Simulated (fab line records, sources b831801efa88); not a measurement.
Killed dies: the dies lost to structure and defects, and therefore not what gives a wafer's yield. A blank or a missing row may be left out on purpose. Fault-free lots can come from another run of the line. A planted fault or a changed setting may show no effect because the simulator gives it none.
2 desks looking at one fault | flow gf180mcu | numbers are kept per desk, each desk with only its own; the story behind them comes last

== DESK OF THE TOOL OWNER: pvd-sputter-01 ==
The tool's own readings at GF_TOP_METAL_SPUTTER_01 (material TiN, target thk 30 nm, time 25 s): means of the sampled wafers that have a number, for each lot that ran on this tool. Marked OUT: a lot whose mean sits more than 4 standard deviations from the usual mean, which makes it out of limits; the brackets give that distance.
Columns: A = throttle-valve-pct at GF_TOP_METAL_SPUTTER_01, usual 30.1 %
lot  | first seen here | A
L563 | day 29 06:11    | 30.5
L576 | day 32 12:20    | 30.9
This desk's finding: nothing out of limits on any of the 2 lots.

== METROLOGY DESK ==
Lot by lot, what the gauges showed, no matter which tool ran the lot: averages of those sampled wafers that carry a number. Marked OUT: a lot whose mean sits more than 4 standard deviations from the usual mean, which makes it out of limits; the brackets give that distance.
Columns: A = V5_W_RS at GF_V5_RS_MEAS_24, usual 0.325 ohm/sq; B = V5_W_THK at GF_V5_THK_MEAS_25, usual 344 nm
lot  | first seen here | A     | B
L561 | day 28 15:43    | 0.326 | 346
L563 | day 29 05:37    | 0.325 | 347
L576 | day 32 11:47    | 0.329 | 346
L580 | day 33 07:58    | 0.325 | 340
L581 | day 33 12:02    | 0.321 | 354
This desk's finding: nothing out of limits on any of the 5 lots.

== ALL TOGETHER ==
Nothing out of limits was seen by the tool owner's desk.
From the metrology desk's view, nothing was out of limits.

== WHAT WAS PUT IN BY THE SIMULATOR ==
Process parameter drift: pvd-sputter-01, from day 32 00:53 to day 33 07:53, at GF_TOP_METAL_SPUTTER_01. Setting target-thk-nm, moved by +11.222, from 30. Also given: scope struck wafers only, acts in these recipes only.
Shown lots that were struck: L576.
